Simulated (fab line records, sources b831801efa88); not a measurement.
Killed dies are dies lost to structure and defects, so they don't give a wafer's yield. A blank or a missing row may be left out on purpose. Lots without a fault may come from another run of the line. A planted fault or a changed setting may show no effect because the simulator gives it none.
fab line records | flow gf180mcu
record lots=24 wafers=72 last_day=34
route steps=602 shown V1@353 V2@385 M3@414 V3@434
lots that met no fault: from a run of the same line without faults
start_h: hours from the record's first day to the start of the lot's first wafer shown | wait_h: hours since the lot's step before | " the same as in the row above | L1.1+2: a row that stands for several wafers | - no value, or no start given | * or withheld: withheld | < > ~ a bound
route shown NAME@n: a module of which the file shows steps, and the number in the route of the first | usual: mean/standard deviation of fault-free wafers | same: alike in all rows | chamber/n: place in a boat | sites: the reading at each site | _std_site: their standard deviation | _edge_site: outer sites' mean less inner sites' | radius_mm: how far each site lies from the wafer's centre | mask NAME#n: copy n | behind: the tool/chamber that last shaped the wafer | hold: why the lot was held/for how many hours/how that ended | device: the transistor (n, p or np) that didn't switch | end of line: the same wafers' tests at the end of the route | a step without rows: its recipe alone | killed: dies lost to structure and defects at the first sort, not the wafer's yield | map: a wafer's dies, x killed, . not, _ none there
set.NAME: the setting as run; set.NAME@STEP: as run at that earlier step | model.NAME: the simulator's own value behind a step, which no gauge read
steps of the route over a sample of lots; a table a step, a row a wafer
services: from which hour (start_h, from the record's first day; less than 0 if before it) a tool's chamber was out of use, for how many hours, and why
## steps
# step GF_V1_STRIP_18
# recipe chemistry=O2/N2 power_w=1400 pressure_mtorr=1500 platen_temp_c=250 o2_flow_sccm=3000 n2_flow_sccm=300 overash_fraction=0.5
# usual drypump_motor_current_A=6.19/0.26 heater_power_w=334/26 oes_product_au=0.593/0.0049
# columns lot.wafer tool chamber start_h wait_h drypump_motor_current_A heater_power_w oes_product_au rf_hours_counter_h
L074.3 plasma_asher-04 0 407.54 - 6.07 297 0.603 -
L074.4 " 1 " " 6.48 342 0.585 -
L074.6 " 0 " " 6.06 285 0.595 -
L075.4 plasma_asher-04 0 426.53 - 6.05 292 0.599 -
L075.5 " 1 " " 6.44 337 0.588 -
L075.6 " 0 " " 6.06 293 0.591 -
L076.1 plasma_asher-04 1 430.22 - 6.43 338 0.591 34
L076.2 " 0 " " 6.02 295 0.589 34
L076.4 " 0 " " 6.04 297 0.591 -
L077.3 plasma_asher-02 0 442.98 - 6.29 334 0.597 -
L077.5 " 0 " " 6.35 340 0.602 -
L077.6 " 1 " " 6.19 336 0.596 -
L078.2 plasma_asher-04 0 450.97 - 6.02 299 0.583 36
L078.4 " 0 " " 6.05 295 0.595 -
L078.5 " 0 " " 6.05 297 0.590 -
L079.1 plasma_asher-03 0 461.92 - 5.43 388 0.590 58
L079.2 " 1 " " 5.88 398 0.600 58
L079.3 " 1 " " 5.86 389 0.582 -
L080.2 plasma_asher-02 1 468.07 - 6.23 340 0.595 85
L080.3 " 1 " " 6.23 332 0.591 -
L080.4 " 0 " " 6.35 331 0.594 -
L081.1 plasma_asher-04 1 484.29 - 6.46 344 0.597 40
L081.5 " 0 " " 6.03 295 0.587 -
L081.6 " 1 " " 6.46 330 0.599 -
L082.2 plasma_asher-02 0 486.57 - 6.35 336 0.593 86
L082.3 " 0 " " 6.29 320 0.587 -
L082.5 " 0 " " 6.38 331 0.586 -
L083.1 plasma_asher-02 1 495.50 - 6.23 334 0.601 87
L083.5 " 1 " " 6.22 333 0.591 -
L083.6 " 0 " " 6.36 317 0.592 -
L084.1 plasma_asher-02 0 503.55 - 6.38 331 0.598 88
L084.2 " 1 " " 6.25 339 0.591 88
L084.5 " 1 " " 6.25 331 0.587 -
L085.3 plasma_asher-02 1 514.20 - 6.24 335 0.580 -
L085.4 " 0 " " 6.33 333 0.598 -
L085.5 " 1 " " 6.20 331 0.596 -
L086.1 plasma_asher-04 0 524.39 - 6.04 292 0.585 44
L086.3 " 1 " " 6.46 330 0.594 -
L086.6 " 1 " " 6.47 337 0.595 -
L087.1 plasma_asher-04 0 535.39 - 6.04 293 0.591 45
L087.2 " 1 " " 6.45 341 0.582 45
L087.6 " 1 " " 6.43 349 0.594 -
L088.1 plasma_asher-02 0 540.12 - 6.34 330 0.593 92
L088.2 " 1 " " 6.17 324 0.602 92
L088.5 " 0 " " 6.37 334 0.594 -
L089.2 plasma_asher-02 0 543.45 - 6.29 336 0.587 92
L089.3 " 0 " " 6.33 332 0.584 -
L089.5 " 0 " " 6.36 341 0.600 -
L090.1 plasma_asher-02 1 554.37 - 6.26 326 0.591 94
L090.4 " 0 " " 6.31 334 0.596 -
L090.6 " 0 " " 6.29 335 0.597 -
L091.1 plasma_asher-03 1 562.40 - 5.85 391 0.596 69
L091.4 " 1 " " 5.85 398 0.590 -
L091.6 " 1 " " 5.83 399 0.596 -
L092.2 plasma_asher-03 1 572.05 - 5.83 394 0.590 70
L092.4 " 1 " " 5.86 392 0.590 -
L092.6 " 1 " " 5.87 391 0.588 -
L093.1 plasma_asher-02 0 583.92 - 6.33 333 0.597 97
L093.3 " 0 " " 6.31 331 0.593 -
L093.4 " 1 " " 6.15 334 0.597 -
L094.1 plasma_asher-04 1 585.15 - 6.46 351 0.603 49
L094.2 " 0 " " 6.05 296 0.592 49
L094.5 " 1 " " 6.44 344 0.592 -
L095.1 plasma_asher-02 0 590.17 - 6.32 343 0.592 97
L095.4 " 0 " " 6.34 332 0.595 -
L095.5 " 0 " " 6.37 327 0.585 -
L096.2 plasma_asher-02 0 601.25 - 6.34 335 0.598 99
L096.3 " 1 " " 6.22 329 0.589 -
L096.4 " 0 " " 6.37 336 0.588 -
L097.2 plasma_asher-04 1 610.32 - 6.46 332 0.593 52
L097.4 " 0 " " 6.01 291 0.590 -
L097.5 " 0 " " 6.06 302 0.592 -
# step GF_V2_THK_MEAS_03
# recipe reads=SiO2_of_V2_CVD_02
# usual V2_CVD_02_THK=848/10
# columns lot.wafer tool chamber start_h wait_h V2_CVD_02_THK[nm]
L074.3 film_metro-01 - 434.15 0.1 842
L074.4 " - " " 838
L074.6 " - " " 844
L075.4 film_metro-02 - 453.70 0.0 849
L075.5 " - " " 845
L075.6 " - " " 864
L076.1 film_metro-01 - 457.01 0.0 832
L076.2 " - " " 835
L076.4 " - " " 851
L077.3 film_metro-01 - 469.65 0.1 856
L077.5 " - " " 856
L077.6 " - " " 850
L078.2 film_metro-01 - 477.43 0.0 831
L078.4 " - " " 859
L078.5 " - " " 860
L079.1 film_metro-02 - 488.32 0.0 841
L079.2 " - " " 836
L079.3 " - " " 834
L080.2 film_metro-01 - 494.32 0.0 846
L080.3 " - " " 837
L080.4 " - " " 859
L081.1 film_metro-02 - 510.61 0.0 834
L081.5 " - " " 873
L081.6 " - " " 860
L082.2 film_metro-02 - 512.12 0.0 844
L082.3 " - " " 845
L082.5 " - " " 852
L083.1 film_metro-04 - 521.64 0.0 833
L083.5 " - " " 874
L083.6 " - " " 852
L084.1 film_metro-04 - 528.95 0.0 829
L084.2 " - " " 840
L084.5 " - " " 858
L085.3 film_metro-01 - 539.75 0.1 843
L085.4 " - " " 850
L085.5 " - " " 847
L086.1 film_metro-01 - 549.81 0.0 843
L086.3 " - " " 846
L086.6 " - " " 852
L087.1 film_metro-02 - 560.17 0.0 832
L087.2 " - " " 839
L087.6 " - " " 852
L088.1 film_metro-02 - 564.17 0.0 837
L088.2 " - " " 842
L088.5 " - " " 848
L089.2 film_metro-01 - 567.97 0.0 850
L089.3 " - " " 843
L089.5 " - " " 858
L090.1 film_metro-04 - 578.59 0.0 839
L090.4 " - " " 839
L090.6 " - " " 859
L091.1 film_metro-04 - 586.23 0.0 841
L091.4 " - " " 844
L091.6 " - " " 845
L092.2 film_metro-04 - 596.12 0.0 858
L092.4 " - " " 867
L092.6 " - " " 869
L093.1 film_metro-02 - 607.46 0.0 852
L093.3 " - " " 843
L093.4 " - " " 859
L094.1 film_metro-04 - 608.41 0.0 843
L094.2 " - " " 863
L094.5 " - " " 874
L095.1 film_metro-01 - 612.85 0.0 843
L095.4 " - " " 862
L095.5 " - " " 855
L096.2 film_metro-01 - 624.89 0.0 840
L096.3 " - " " 852
L096.4 " - " " 860
L097.2 film_metro-02 - 633.53 0.0 840
L097.4 " - " " 860
L097.5 " - " " 851
# step GF_M3_RS_MEAS_05
# recipe thk_meas_gauge=four-point-probe reads=TiN_of_M3_SPUTTER_04+Ti_of_M3_SPUTTER_03+AlCu_of_M3_SPUTTER_02+TiN_of_M3_SPUTTER_01+Ti_of_M3_SPUTTER_00
# usual M3_ALCU_RS=0.0700/0.0009
# columns lot.wafer tool chamber start_h wait_h M3_ALCU_RS[ohm/sq]
L074.3 film_metro-03 - 460.26 0.1 0.0701
L074.4 " - " " 0.0706
L074.6 " - " " 0.0708
L075.4 film_metro-03 - 479.46 0.1 0.0709
L075.5 " - " " 0.0701
L075.6 " - " " 0.0705
L076.1 film_metro-01 - 482.35 0.0 0.0719
L076.2 " - " " 0.0710
L076.4 " - " " 0.0713
L077.3 film_metro-01 - 496.10 0.1 0.0700
L077.5 " - " " 0.0699
L077.6 " - " " 0.0705
L078.2 film_metro-03 - 503.32 0.0 0.0687
L078.4 " - " " 0.0687
L078.5 " - " " 0.0687
L079.1 film_metro-03 - 513.66 0.0 0.0688
L079.2 " - " " 0.0688
L079.3 " - " " 0.0689
L080.2 film_metro-01 - 519.10 0.0 0.0709
L080.3 " - " " 0.0710
L080.4 " - " " 0.0706
L081.1 film_metro-01 - 535.28 0.0 0.0691
L081.5 " - " " 0.0698
L081.6 " - " " 0.0696
L082.2 film_metro-01 - 537.68 0.0 0.0696
L082.3 " - " " 0.0702
L082.5 " - " " 0.0699
L083.1 film_metro-03 - 546.80 0.0 0.0684
L083.5 " - " " 0.0688
L083.6 " - " " 0.0682
L084.1 film_metro-01 - 553.90 0.0 0.0688
L084.2 " - " " 0.0682
L084.5 " - " " 0.0698
L085.3 film_metro-03 - 564.27 0.1 0.0713
L085.4 " - " " 0.0702
L085.5 " - " " 0.0702
L086.1 film_metro-03 - 574.15 0.0 0.0709
L086.3 " - " " 0.0703
L086.6 " - " " 0.0705
L087.1 film_metro-04 - 583.80 0.0 0.0686
L087.2 " - " " 0.0696
L087.6 " - " " 0.0694
L088.1 film_metro-03 - 587.61 0.0 0.0690
L088.2 " - " " 0.0692
L088.5 " - " " 0.0694
L089.2 film_metro-03 - 592.58 0.0 0.0695
L089.3 " - " " 0.0693
L089.5 " - " " 0.0690
L090.1 film_metro-01 - 602.39 0.0 0.0694
L090.4 " - " " 0.0699
L090.6 " - " " 0.0694
L091.1 film_metro-01 - 609.10 0.0 0.0721
L091.4 " - " " 0.0708
L091.6 " - " " 0.0713
L092.2 film_metro-01 - 619.14 0.0 0.0701
L092.4 " - " " 0.0700
L092.6 " - " " 0.0705
L093.1 film_metro-03 - 630.31 0.0 0.0702
L093.3 " - " " 0.0694
L093.4 " - " " 0.0695
L094.1 film_metro-04 - 631.26 0.0 0.0708
L094.2 " - " " 0.0696
L094.5 " - " " 0.0706
L095.1 film_metro-04 - 635.37 0.0 0.0711
L095.4 " - " " 0.0709
L095.5 " - " " 0.0709
L096.2 film_metro-04 - 646.35 0.0 0.0705
L096.3 " - " " 0.0707
L096.4 " - " " 0.0709
L097.2 film_metro-03 - 655.52 0.0 0.0696
L097.4 " - " " 0.0690
L097.5 " - " " 0.0689
# step GF_M3_METAL_ETCH_16
# recipe chemistry=Cl2/BCl3 mask_material=KrF target_depth_nm=627.5 stop_on=SiO2 pressure_mtorr=8 icp_w=800 bias_w=140 Cl2_flow_sccm=80 bcl3_flow_sccm=40 time_s=104.6
# usual drypump_motor_current_A=5.6/0.5 oes_product_au=0.969/0.0069 throttle_valve_pct=28.251/0.0093
# same time_s=104.6
# columns lot.wafer tool chamber start_h wait_h drypump_motor_current_A oes_product_au rf_hours_counter_h throttle_valve_pct
L074.3 rie_metal-02 0 484.79 0.1 5.2 0.964 - 28.260
L074.4 " 1 " " 6.2 0.979 - 28.252
L074.6 " 1 " " 6.2 0.963 - 28.269
L075.4 rie_metal-02 1 503.38 0.0 6.1 0.966 - 28.271
L075.5 " 1 " " 6.2 0.965 - 28.248
L075.6 " 0 " " 5.3 0.966 - 28.257
L076.1 rie_metal-01 1 506.56 0.0 6.1 0.953 9 28.253
L076.2 " 0 " " 4.9 0.966 0 28.255
L076.4 " 0 " " 4.8 0.968 - 28.258
L077.3 rie_metal-02 1 519.35 0.1 6.2 0.967 - 28.244
L077.5 " 0 " " 5.2 0.969 - 28.252
L077.6 " 1 " " 6.2 0.976 - 28.262
L078.2 rie_metal-01 0 526.72 0.0 4.9 0.976 0 28.247
L078.4 " 0 " " 4.9 0.980 - 28.223
L078.5 " 0 " " 4.9 0.976 - 28.257
L079.1 rie_metal-02 0 536.97 0.0 5.2 0.980 10 28.249
L079.2 " 1 " " 6.2 0.980 8 28.240
L079.3 " 1 " " 6.2 0.981 - 28.246
L080.2 rie_metal-04 0 542.01 0.0 5.6 0.964 3 28.248
L080.3 " 0 " " 5.6 0.968 - 28.258
L080.4 " 1 " " 5.9 0.960 - 28.253
L081.1 rie_metal-01 1 557.67 0.0 6.1 0.975 10 28.245
L081.5 " 1 " " 6.1 0.968 - 28.249
L081.6 " 0 " " 4.9 0.975 - 28.237
L082.2 rie_metal-04 0 560.16 0.0 5.6 0.976 3 28.247
L082.3 " 0 " " 5.6 0.958 - 28.259
L082.5 " 0 " " 5.6 0.962 - 28.251
L083.1 rie_metal-01 1 568.99 0.0 6.1 0.970 10 28.250
L083.5 " 1 " " 6.1 0.974 - 28.253
L083.6 " 0 " " 4.9 0.978 - 28.233
L084.1 rie_metal-02 0 575.54 0.0 5.2 0.980 11 28.255
L084.2 " 1 " " 6.2 0.983 9 28.243
L084.5 " 0 " " 5.2 0.981 - 28.250
L085.3 rie_metal-01 0 585.53 0.1 4.9 0.963 - 28.259
L085.4 " 1 " " 6.0 0.969 - 28.256
L085.5 " 1 " " 6.1 0.962 - 28.250
L086.1 rie_metal-04 0 595.37 0.0 5.6 0.966 4 28.239
L086.3 " 1 " " 5.8 0.957 - 28.262
L086.6 " 0 " " 5.6 0.967 - 28.246
L087.1 rie_metal-02 1 604.92 0.0 6.2 0.973 10 28.239
L087.2 " 0 " " 5.2 0.976 12 28.240
L087.6 " 0 " " 5.2 0.969 - 28.255
L088.1 rie_metal-04 0 608.29 0.0 5.6 0.975 5 28.252
L088.2 " 1 " " 5.9 0.978 6 28.244
L088.5 " 0 " " 5.6 0.975 - 28.232
L089.2 rie_metal-01 0 613.56 0.1 4.9 0.973 - 28.261
L089.3 " 0 " " 4.9 0.983 - 28.242
L089.5 " 0 " " 4.8 0.980 - 28.244
L090.1 rie_metal-02 0 623.66 0.0 5.2 0.973 12 28.250
L090.4 " 1 " " 6.1 0.977 - 28.245
L090.6 " 0 " " 5.2 0.971 - 28.243
L091.1 rie_metal-02 0 630.02 0.0 5.2 0.958 12 28.256
L091.4 " 1 " " 6.1 0.960 - 28.257
L091.6 " 0 " " 5.2 0.964 - 28.251
L092.2 rie_metal-01 1 639.67 0.0 6.0 0.959 1 28.246
L092.4 " 1 " " 6.1 0.965 - 28.241
L092.6 " 0 " " 4.9 0.968 - 28.270
L093.1 rie_metal-02 0 650.48 0.0 5.2 0.964 13 28.236
L093.3 " 0 " " 5.2 0.980 - 28.243
L093.4 " 1 " " 6.2 0.973 - 28.261
L094.1 rie_metal-01 1 651.79 0.0 6.1 0.966 1 28.253
L094.2 " 0 " " 4.8 0.966 4 28.245
L094.5 " 1 " " 6.1 0.968 - 28.244
L095.1 rie_metal-04 0 654.91 0.0 5.6 0.963 6 28.271
L095.4 " 1 " " 5.9 0.969 - 28.243
L095.5 " 0 " " 5.6 0.969 - 28.262
L096.2 rie_metal-01 1 665.79 0.0 6.1 0.972 2 28.252
L096.3 " 0 " " 4.9 0.965 - 28.250
L096.4 " 1 " " 6.1 0.960 - 28.253
L097.2 rie_metal-02 0 675.31 0.0 5.2 0.964 14 28.254
L097.4 " 1 " " 6.2 0.980 - 28.250
L097.5 " 1 " " 6.2 0.975 - 28.254
# step GF_V3_BOW_MEAS_05
# recipe mode=bow
# usual V3_BOW=118/8.7
# columns lot.wafer tool chamber start_h wait_h V3_BOW[um]
L074.3 film_metro-02 - 486.03 0.1 120
L074.4 " - " " 116
L074.6 " - " " 122
L075.4 film_metro-03 - 504.68 0.2 130
L075.5 " - " " 121
L075.6 " - " " 111
L076.1 film_metro-03 - 507.77 0.2 130
L076.2 " - " " 119
L076.4 " - " " 132
L077.3 film_metro-03 - 520.64 0.3 127
L077.5 " - " " 128
L077.6 " - " " 133
L078.2 film_metro-01 - 527.99 0.2 119
L078.4 " - " " 128
L078.5 " - " " 115
L079.1 film_metro-03 - 538.34 0.1 110
L079.2 " - " " 95
L079.3 " - " " 96
L080.2 film_metro-01 - 543.33 0.1 116
L080.3 " - " " 121
L080.4 " - " " 111
L081.1 film_metro-03 - 558.93 0.2 127
L081.5 " - " " 127
L081.6 " - " " 119
L082.2 film_metro-03 - 561.39 0.3 100
L082.3 " - " " 121
L082.5 " - " " 108
L083.1 film_metro-03 - 570.24 0.2 108
L083.5 " - " " 131
L083.6 " - " " 110
L084.1 film_metro-03 - 576.76 0.1 112
L084.2 " - " " 111
L084.5 " - " " 117
L085.3 film_metro-02 - 586.74 0.3 140
L085.4 " - " " 114
L085.5 " - " " 118
L086.1 film_metro-01 - 596.59 0.2 118
L086.3 " - " " 117
L086.6 " - " " 119
L087.1 film_metro-03 - 606.14 0.1 111
L087.2 " - " " 114
L087.6 " - " " 113
L088.1 film_metro-02 - 609.51 0.2 122
L088.2 " - " " 119
L088.5 " - " " 106
L089.2 film_metro-03 - 614.90 0.1 118
L089.3 " - " " 129
L089.5 " - " " 126
L090.1 film_metro-02 - 624.87 0.1 102
L090.4 " - " " 116
L090.6 " - " " 119
L091.1 film_metro-03 - 631.23 0.1 103
L091.4 " - " " 113
L091.6 " - " " 114
L092.2 film_metro-02 - 640.91 0.2 96
L092.4 " - " " 122
L092.6 " - " " 118
L093.1 film_metro-03 - 651.72 0.2 119
L093.3 " - " " 120
L093.4 " - " " 109
L094.1 film_metro-03 - 653.35 0.2 126
L094.2 " - " " 134
L094.5 " - " " 123
L095.1 film_metro-03 - 656.15 0.2 100
L095.4 " - " " 118
L095.5 " - " " 109
L096.2 film_metro-01 - 667.36 0.1 129
L096.3 " - " " 117
L096.4 " - " " 118
L097.2 film_metro-03 - 676.67 0.3 123
L097.4 " - " " 124
L097.5 " - " " 121
# step GF_V3_ETCH_17
# recipe chemistry=C4F8/O2/Ar mask_material=KrF target=SiO2 stop_on=TiN source_w=1500 bias_w=1200 pressure_mtorr=40 c4f8_flow_sccm=withheld O2_flow_sccm=6 Ar_flow_sccm=300 time_s=withheld target_depth_a=6350
# usual oes_product_au=0.856/0.0048
# columns lot.wafer tool chamber start_h wait_h oes_product_au
L074.3 rie_diel-03 3 - - 0.857
L074.4 " 0 " " 0.855
L074.6 " 0 " " 0.858
L075.4 rie_diel-01 0 - - 0.857
L075.5 " 1 " " 0.863
L075.6 " 0 " " 0.857
L076.1 rie_diel-03 1 - - 0.851
L076.2 " 0 " " 0.849
L076.4 " 3 " " 0.859
L077.3 rie_diel-03 2 - - 0.857
L077.5 " 2 " " 0.856
L077.6 " 1 " " 0.853
L078.2 rie_diel-03 0 - - 0.855
L078.4 " 3 " " 0.854
L078.5 " 2 " " 0.856
L079.1 rie_diel-02 2 - - 0.859
L079.2 " 1 " " 0.865
L079.3 " 0 " " 0.850
L080.2 rie_diel-01 0 - - 0.850
L080.3 " 3 " " 0.856
L080.4 " 2 " " 0.862
L081.1 rie_diel-03 0 - - 0.855
L081.5 " 1 " " 0.846
L081.6 " 2 " " 0.849
L082.2 rie_diel-01 1 - - 0.854
L082.3 " 2 " " 0.854
L082.5 " 1 " " 0.860
L083.1 rie_diel-01 1 - - 0.863
L083.5 " 3 " " 0.860
L083.6 " 2 " " 0.847
L084.1 rie_diel-02 0 - - 0.858
L084.2 " 2 " " 0.849
L084.5 " 1 " " 0.854
L085.3 rie_diel-02 3 - - 0.854
L085.4 " 1 " " 0.859
L085.5 " 0 " " 0.861
L086.1 rie_diel-02 2 - - 0.849
L086.3 " 3 " " 0.859
L086.6 " 0 " " 0.849
L087.1 rie_diel-02 2 - - 0.851
L087.2 " 0 " " 0.850
L087.6 " 3 " " 0.852
L088.1 rie_diel-03 2 - - 0.855
L088.2 " 1 " " 0.854
L088.5 " 0 " " 0.858
L089.2 rie_diel-02 1 - - 0.854
L089.3 " 2 " " 0.861
L089.5 " 0 " " 0.851
L090.1 rie_diel-03 0 - - 0.852
L090.4 " 3 " " 0.856
L090.6 " 1 " " 0.858
L091.1 rie_diel-02 3 - - 0.863
L091.4 " 0 " " 0.854
L091.6 " 3 " " 0.859
L092.2 rie_diel-01 2 - - 0.855
L092.4 " 0 " " 0.864
L092.6 " 2 " " 0.863
L093.1 rie_diel-03 3 - - 0.858
L093.3 " 1 " " 0.853
L093.4 " 0 " " 0.847
L094.1 rie_diel-03 1 - - 0.850
L094.2 " 2 " " 0.851
L094.5 " 0 " " 0.862
L095.1 rie_diel-02 2 - - 0.858
L095.4 " 0 " " 0.859
L095.5 " 2 " " 0.857
L096.2 rie_diel-01 1 - - 0.853
L096.3 " 2 " " 0.857
L096.4 " 3 " " 0.862
L097.2 rie_diel-02 3 - - 0.849
L097.4 " 0 " " 0.855
L097.5 " 1 " " 0.853
## services
# columns tool chamber start_h hours kind
rie_diel-02 2 401.97 1.7 repair
rie_diel-03 3 402.91 7.3 repair
plasma_asher-04 - 434.94 2.1 repair
rie_metal-01 - 445.79 1.4 pm
plasma_asher-02 - 456.12 2.5 repair
rie_metal-01 1 469.15 6.4 repair
rie_metal-04 - 471.02 2.8 pm
plasma_asher-02 - 478.82 2.8 pm
rie_diel-03 1 513.53 6.3 repair
rie_diel-01 - 522.95 2.8 pm
plasma_asher-04 - 547.54 18.9 repair
rie_diel-02 1 567.50 4.3 repair
rie_diel-02 - 569.86 2.4 repair
rie_diel-02 - 582.12 14.6 pm
rie_diel-01 0 600.34 3.9 repair
rie_diel-03 3 628.51 2.6 repair
rie_diel-03 3 647.16 4.3 repair
plasma_asher-04 - 655.33 2.8 pm
rie_metal-02 0 679.20 - clean
rie_metal-02 0 679.20 22.0 scheduled_down
rie_metal-02 0 679.20 22.0 vent_cycle
plasma_asher-04 - 689.54 4.9 repair
rie_metal-04 1 690.01 2.2 repair
rie_diel-02 - 690.86 0.9 repair
## key
fault none
